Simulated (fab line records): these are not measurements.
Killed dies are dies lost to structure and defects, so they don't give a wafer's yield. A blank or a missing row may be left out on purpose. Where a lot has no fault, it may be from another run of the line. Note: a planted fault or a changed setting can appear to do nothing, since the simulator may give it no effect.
Which tool did it?	flow sky130	Sampling: 24 lots, 72 wafers, 5 of 708 route steps

## WHAT THE GAUGES READ, wafer by wafer
SKY_VT_ADJUST_HVTR_CD_MEAS_07: the cd target is 380 nm. Usual: cd-nm at 380.6 nm, with a standard deviation of 2.4.
lot	measured	on	cd-nm (nm)	flag
L074	day 9 06:59	cd-sem-01	384.8 382.8 384.9	
L075	day 9 12:32	cd-sem-01	381.6 380.9 381.2	
L076	day 9 15:43	cd-sem-02	379.5 377.9 379.8	
L077	day 10 01:23	cd-sem-02	381.9 381.0 379.9	
L078	day 10 11:03	cd-sem-01	383.1 385.8 384.3	
L079	day 10 19:40	cd-sem-02	380.2 377.9 380.3	
L080	day 11 02:29	cd-sem-02	380.9 382.1 382.0	
L081	day 11 03:02	cd-sem-01	381.1 380.2 380.6	
L082	day 11 10:56	cd-sem-01	381.9 381.8 381.4	
L083	day 11 22:40	cd-sem-02	383.6 383.7 384.0	
L084	day 12 05:41	cd-sem-01	378.2 379.9 378.5	
L085	day 12 12:34	cd-sem-02	382.8 385.0 383.6	
L090	day 14 18:34	cd-sem-01	378.9 379.3 378.4	
L086	day 14 19:17	cd-sem-01	380.0 380.5 380.6	
L089	day 14 20:28	cd-sem-01	373.6 375.5 376.9	
L087	day 14 20:44	cd-sem-02	381.4 381.5 381.4	
L091	day 14 23:24	cd-sem-02	379.8 379.8 381.5	
L088	day 14 23:41	cd-sem-01	377.7 378.2 380.1	
L092	day 15 07:04	cd-sem-02	377.6 376.7 377.8	
L093	day 15 11:28	cd-sem-01	381.6 381.0 383.0	
L094	day 15 15:19	cd-sem-01	383.2 380.2 381.5	
L095	day 15 20:17	cd-sem-01	381.4 380.2 378.7	
L096	day 16 07:48	cd-sem-02	381.0 380.0 375.9	
L097	day 16 14:43	cd-sem-01	378.6 380.4 380.8	

SKY_LI_CONTACT_BOW_MEAS_03. Usual: LI_CONTACT_BOW 55 um, standard deviation 7.2.
lot	measured	on	LI_CONTACT_BOW (um)	flag
L074	day 27 20:14	film-metro-01	54 57 54	
L075	day 27 22:43	film-metro-04	67 57 54	
L076	day 28 01:29	film-metro-04	33 58 56	
L077	day 28 10:55	film-metro-04	65 58 56	
L078	day 29 00:35	film-metro-04	46 48 51	
L079	day 29 09:29	film-metro-03	53 51 51	
L080	day 29 22:31	film-metro-01	61 61 53	
L081	day 29 19:01	film-metro-01	57 48 55	
L082	day 30 09:21	film-metro-04	42 64 46	
L083	day 30 20:12	film-metro-03	65 44 47	
L084	day 31 06:20	film-metro-04	54 57 47	
L085	day 31 19:09	film-metro-01	59 56 64	
L090	day 33 18:16	film-metro-03	50 49 51	
L086	day 33 20:28	film-metro-04	44 39 44	
L089	day 34 05:17	film-metro-01	56 58 71	
L087	day 34 01:25	film-metro-04	54 58 51	
L091	day 34 07:04	film-metro-03	54 63 64	
L088	day 34 03:32	film-metro-01	55 57 54	
L092	day 34 12:17	film-metro-01	61 58 52	
L093	day 34 13:31	film-metro-01	38 57 58	
L094	day 34 20:53	film-metro-01	50 51 56	
L095	day 34 21:32	film-metro-01	53 55 58	
L096	day 35 08:28	film-metro-01	57 61 42	
L097	day 35 14:32	film-metro-03	62 59 51	

SKY_LOCAL_INTERCONNECT_RS_MEAS_01: the measuring method here is four-point-probe. Usual: LOCAL_INTERCONNECT_TIN_RS 14.15 ohm/sq, standard deviation 0.17.
lot	measured	on	LOCAL_INTERCONNECT_TIN_RS (ohm/sq)	flag
L074	day 29 01:26	film-metro-01	14.18 14.47 14.45	
L075	day 29 04:29	film-metro-03	14.14 14.33 14.13	
L076	day 29 06:57	film-metro-01	14.38 14.28 14.01	
L077	day 29 15:58	film-metro-03	14.46 14.41 14.15	
L078	day 30 06:05	film-metro-03	14.32 14.35 14.34	
L079	day 30 14:41	film-metro-03	14.32 14.34 14.19	
L080	day 31 03:47	film-metro-03	14.34 14.22 14.23	
L081	day 31 00:04	film-metro-01	14.01 14.22 14.08	
L082	day 31 14:19	film-metro-03	14.02 14.22 14.11	
L083	day 32 01:19	film-metro-01	14.19 14.13 14.16	
L084	day 32 10:43	film-metro-01	14.26 13.98 13.96	
L085	day 33 00:50	film-metro-03	14.02 14.07 14.10	
L090	day 34 23:19	film-metro-01	13.81 13.70 13.79	
L086	day 35 01:16	film-metro-03	13.92 14.13 13.85	
L089	day 35 09:46	film-metro-01	14.10 14.16 14.18	
L087	day 35 06:40	film-metro-01	14.31 14.25 14.24	
L091	day 35 11:47	film-metro-03	13.97 14.35 14.12	
L088	day 35 07:52	film-metro-02	13.75 14.02 13.82	
L092	day 35 16:34	film-metro-01	14.31 14.02 14.16	
L093	day 35 18:07	film-metro-03	14.31 14.30 14.34	
L094	day 36 00:22	film-metro-03	14.08 14.37 14.25	
L095	day 36 01:04	film-metro-02	14.25 14.01 14.44	
L096	day 36 11:34	film-metro-03	14.05 14.10 13.96	
L097	day 36 17:36	film-metro-01	13.86 14.11 14.08	

## EACH LOT AND THE TOOL THAT RAN IT (in order: tool; ch and the chambers of the sampled wafers; start)
lot	SKY_LDD_HVP_STRIP_09	SKY_LI_CONTACT_STRIP_16
L074	plasma-asher-01 ch 0, day 21 10:05	plasma-asher-04 ch 0,1, day 29 00:19
L075	plasma-asher-01 ch 0,1, day 21 11:01	plasma-asher-04 ch 0,1, day 29 03:22
L076	plasma-asher-03 ch 0,1, day 21 12:48	plasma-asher-02 ch 0,1, day 29 05:49
L077	plasma-asher-01 ch 0,1, day 22 03:55	plasma-asher-02 ch 0,1, day 29 14:52
L078	plasma-asher-03 ch 0,1, day 22 16:43	plasma-asher-04 ch 0,1, day 30 04:57
L079	plasma-asher-03 ch 0,1, day 23 04:17	plasma-asher-03 ch 0,1, day 30 13:34
L080	plasma-asher-03 ch 0,1, day 23 15:56	plasma-asher-03 ch 0,1, day 31 02:41
L081	plasma-asher-02 ch 0,1, day 23 12:18	plasma-asher-02 ch 0,1, day 30 22:58
L082	plasma-asher-02 ch 0,1, day 24 03:36	plasma-asher-04 ch 0,1, day 31 13:13
L083	plasma-asher-03 ch 0, day 24 15:58	plasma-asher-02 ch 0, day 32 00:11
L084	plasma-asher-03 ch 0,1, day 25 02:49	plasma-asher-03 ch 0,1, day 32 09:37
L085	plasma-asher-02 ch 0,1, day 25 17:23	plasma-asher-02 ch 0,1, day 32 23:30
L090	plasma-asher-01 ch 0,1, day 27 20:52	plasma-asher-02 ch 0,1, day 34 22:13
L086	plasma-asher-01 ch 0,1, day 28 00:02	plasma-asher-03 ch 0,1, day 35 00:10
L089	plasma-asher-03 ch 0,1, day 28 06:38	plasma-asher-02 ch 0,1, day 35 08:37
L087	plasma-asher-01 ch 0,1, day 28 02:40	plasma-asher-03 ch 0,1, day 35 05:34
L091	plasma-asher-02 ch 0,1, day 28 07:35	plasma-asher-02 ch 0,1, day 35 10:40
L088	plasma-asher-02 ch 0,1, day 28 04:56	plasma-asher-02 ch 1, day 35 06:46
L092	plasma-asher-02 ch 0,1, day 28 14:22	plasma-asher-03 ch 0,1, day 35 15:28
L093	plasma-asher-01 ch 0,1, day 28 15:52	plasma-asher-03 ch 0,1, day 35 16:58
L094	plasma-asher-03 ch 1, day 28 22:35	plasma-asher-03 ch 0,1, day 35 23:14
L095	plasma-asher-01 ch 0,1, day 28 22:53	plasma-asher-02 ch 0,1, day 35 23:58
L096	plasma-asher-02 ch 0,1, day 29 11:41	plasma-asher-04 ch 0,1, day 36 10:28
L097	plasma-asher-02 ch 0,1, day 29 18:31	plasma-asher-02 ch 0,1, day 36 16:28
- SKY_LDD_HVP_STRIP_09: strips in O2/N2.
- SKY_LI_CONTACT_STRIP_16: strips in O2/N2.

## AS READ BY THE TOOLS THEMSELVES (means over the sampled wafers that have a number; for cases with no such wafer, the mark the record gives instead)
SKY_LDD_HVP_STRIP_09. Usual: drypump-motor-current-A 6.11 A, standard deviation 0.27; n2-flow-sccm 300.1 sccm, standard deviation 0.9; oes-product-au 0.409 a.u., standard deviation 0.0043; strip-time-to-endpoint-s 4.134 s, standard deviation 0.017.
lot	tool	drypump-motor-current-A (A)	n2-flow-sccm (sccm)	oes-product-au (a.u.)	strip-time-to-endpoint-s (s)	flag
L074	plasma-asher-01	6.27	299.6	0.408	4.146	
L075	plasma-asher-01	6.32	300.4	0.404	4.131	
L076	plasma-asher-03	6.12	300.1	0.409	4.124	
L077	plasma-asher-01	6.35	300.1	0.406	4.123	
L078	plasma-asher-03	5.90	300.7	0.407	4.130	
L079	plasma-asher-03	5.88	301.6	0.410	4.136	
L080	plasma-asher-03	6.12	299.2	0.410	4.136	
L081	plasma-asher-02	5.94	300.1	0.408	4.143	
L082	plasma-asher-02	6.06	300.1	0.410	4.110	
L083	plasma-asher-03	5.66	300.3	0.408	4.116	
L084	plasma-asher-03	6.11	300.2	0.411	4.110	
L085	plasma-asher-02	6.06	299.9	0.409	4.132	
L090	plasma-asher-01	6.35	299.7	0.414	4.137	
L086	plasma-asher-01	6.33	300.6	0.404	4.136	
L089	plasma-asher-03	6.11	299.9	0.413	4.136	
L087	plasma-asher-01	6.35	299.0	0.411	4.152	
L091	plasma-asher-02	5.93	299.8	0.410	4.137	
L088	plasma-asher-02	6.06	301.1	0.407	4.133	
L092	plasma-asher-02	5.95	300.0	0.408	4.144	
L093	plasma-asher-01	6.31	300.2	0.409	4.144	
L094	plasma-asher-03	6.35	300.4	0.406	4.156	
L095	plasma-asher-01	6.33	299.8	0.413	4.139	
L096	plasma-asher-02	6.05	300.3	0.412	4.127	
L097	plasma-asher-02	5.96	300.6	0.410	4.138	

SKY_LI_CONTACT_STRIP_16. Usual: drypump-motor-current-A 6.0 A, standard deviation 0.42; n2-flow-sccm 300.1 sccm, standard deviation 0.88; oes-product-au 0.375 a.u., standard deviation 0.0046; strip-time-to-endpoint-s 3.489 s, standard deviation 0.028.
lot	tool	drypump-motor-current-A (A)	n2-flow-sccm (sccm)	oes-product-au (a.u.)	strip-time-to-endpoint-s (s)	flag
L074	plasma-asher-04	6.2	300.6	0.377	3.498	
L075	plasma-asher-04	6.2	299.4	0.369	3.496	
L076	plasma-asher-02	6.0	299.8	0.375	3.494	
L077	plasma-asher-02	6.0	298.8	0.372	3.509	
L078	plasma-asher-04	5.7	300.0	0.375	3.461	
L079	plasma-asher-03	6.1	299.2	0.371	3.482	
L080	plasma-asher-03	6.1	300.1	0.372	3.491	
L081	plasma-asher-02	5.9	299.6	0.380	3.477	
L082	plasma-asher-04	6.3	299.7	0.380	3.504	
L083	plasma-asher-02	5.8	300.6	0.374	3.476	
L084	plasma-asher-03	5.9	300.4	0.373	3.480	
L085	plasma-asher-02	6.1	299.3	0.377	3.502	
L090	plasma-asher-02	6.1	300.1	0.376	3.555	
L086	plasma-asher-03	6.1	300.1	0.375	3.483	
L089	plasma-asher-02	6.0	300.0	0.379	3.483	
L087	plasma-asher-03	5.9	299.9	0.378	3.517	
L091	plasma-asher-02	6.0	299.2	0.377	3.459	
L088	plasma-asher-02	6.2	300.3	0.373	3.489	
L092	plasma-asher-03	6.1	299.6	0.374	3.493	
L093	plasma-asher-03	6.1	300.5	0.378	3.486	
L094	plasma-asher-03	5.9	301.2	0.373	3.461	
L095	plasma-asher-02	6.1	300.1	0.374	3.488	
L096	plasma-asher-04	6.3	300.1	0.373	3.473	
L097	plasma-asher-02	6.1	301.1	0.374	3.468	

## THE ANSWER, worked out from the rows above alone
Rule: a lot counts as off when the mean over its wafers that have a number is more than 3 standard deviations away from the usual mean. Also off: a lot with no number at a reading for which 4 or more lots have one. All remaining lots with rows at the step are treated as sound. After the gauges, taken in route order, come the tools' own readings; for these a lot's mean is taken, as printed above. The first step at which some lot is off is used, and at that step the reading that is off furthest; a lot without a number counts as furthest.
No lot is off on any of the readings shown, so nothing can be concluded from this.

## WHAT HAD BEEN PUT IN BY THE SIMULATOR
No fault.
